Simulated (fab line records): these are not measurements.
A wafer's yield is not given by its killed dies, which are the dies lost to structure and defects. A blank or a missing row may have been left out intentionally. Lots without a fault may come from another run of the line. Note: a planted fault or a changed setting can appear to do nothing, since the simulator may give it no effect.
A single fault, viewed from 2 desks ; flow sfqLine ; numbers are kept per desk, each desk with only its own; the story behind them comes last

== AT THE TOOL OWNER'S DESK: rieDiel-02 ==
The tool's own readings at SFQ_TRILAYER_L0_VIA_BARC_OPEN_VIA_ETCH_021 (etches BARC in O2, target depth 125 nm, time 41.7 s): means of the sampled wafers that have a number, for each lot that ran on this tool. A lot is out of limits, marked OUT, if its mean lies more than 4 standard deviations from the usual mean; the brackets give that distance.
Columns: A = drypumpMotorCurrentA at SFQ_TRILAYER_L0_VIA_BARC_OPEN_VIA_ETCH_021, usual 5.8 A; B = oesProductAu at SFQ_TRILAYER_L0_VIA_BARC_OPEN_VIA_ETCH_021, usual 0.684 a.u.
lot;first seen here;A;B
L785;day 5 04:44;5.7;0.683
L790;day 5 19:08;6.1;0.683
L797;day 7 08:20;5.8;0.680
This desk's verdict: no lot among the 3 shows anything out of limits.

== FROM THE METROLOGY DESK ==
Lot by lot, what the gauges showed, no matter which tool ran the lot: averages of those sampled wafers that carry a number. A lot is out of limits, marked OUT, if its mean lies more than 4 standard deviations from the usual mean; the brackets give that distance.
Columns: A = L0V_OVL at SFQ_L0V_OVL_MEAS_903, usual 1 nm
lot;first seen here;A
L785;day 5 04:42;-7
L790;day 5 19:07;-5
L797;day 7 08:19;-0
L798;day 7 17:54;6
L799;day 8 02:18;-1
This desk's verdict: no lot among the 5 shows anything out of limits.

== BROUGHT TOGETHER ==
The tool owner's desk saw nothing out of limits.
At the metrology desk, nothing out of limits was observed.

== WHAT HAD BEEN PUT IN BY THE SIMULATOR ==
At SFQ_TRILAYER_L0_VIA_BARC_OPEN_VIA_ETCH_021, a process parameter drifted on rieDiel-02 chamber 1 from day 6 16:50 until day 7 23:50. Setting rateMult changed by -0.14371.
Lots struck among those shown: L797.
